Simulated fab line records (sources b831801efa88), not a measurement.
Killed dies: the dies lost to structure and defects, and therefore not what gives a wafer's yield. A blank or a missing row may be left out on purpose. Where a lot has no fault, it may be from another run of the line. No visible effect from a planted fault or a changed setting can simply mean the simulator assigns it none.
A single fault, viewed from 2 desks / flow gf180mcu / only its own numbers are on each desk; what lay behind them is given at the end

## AT THE METROLOGY DESK
Lot by lot, what the gauges showed, no matter which tool ran the lot: averages of those sampled wafers that carry a number. If a lot's mean is further than 4 standard deviations from the usual mean, the lot is out of limits and carries the mark OUT (the distance appears in the brackets).
Columns: A = M2_ALCU_THK at GF_M2_THK_MEAS_06, usual 451 nm; B = V2_OVL at GF_V2_OVL_MEAS_15, usual 4 nm
lot=L276; first seen here=day 18 05:13; A=452; B=7
lot=L277; first seen here=day 18 09:29; A=447; B=0
lot=L278; first seen here=day 18 15:35; A=447; B=3
lot=L279; first seen here=day 19 08:01; A=451; B=2
lot=L280; first seen here=day 19 20:46; A=454; B=0
lot=L281; first seen here=day 20 03:58; A=449; B=9
lot=L292; first seen here=day 23 23:49; A=449; B=7
lot=L294; first seen here=day 25 06:05; A=435; B=3
lot=L295; first seen here=day 25 15:34; A=461; B=8
lot=L297; first seen here=day 25 21:34; A=447; B=4
lot=L298; first seen here=day 26 02:08; A=455; B=7
lot=L299; first seen here=day 26 07:22; A=447; B=1
This desk's finding: nothing out of limits on any of the 12 lots.

## THE TOOL OWNER'S DESK: lithoTrack-04
The tool's own readings at GF_CONTACT_PEB_12 (peb time 90 s): means of the sampled wafers that have a number, for each lot that ran on this tool. If a lot's mean is further than 4 standard deviations from the usual mean, the lot is out of limits and carries the mark OUT (the distance appears in the brackets).
Columns: A = chillPlateTempC at GF_CONTACT_PEB_12, usual 22.99 C; B = exhaustPa at GF_CONTACT_PEB_12, usual 44.8 Pa
lot=L277; first seen here=day 16 07:31; A=23.03; B=44.2
lot=L297; first seen here=day 23 21:58; A=22.87; B=45.4
This desk's finding: nothing out of limits on any of the 2 lots.

## ALL TOGETHER
Metrology desk: nothing out of limits seen.
The desk of the tool owner found nothing out of limits.

## WHAT WAS PUT IN BY THE SIMULATOR
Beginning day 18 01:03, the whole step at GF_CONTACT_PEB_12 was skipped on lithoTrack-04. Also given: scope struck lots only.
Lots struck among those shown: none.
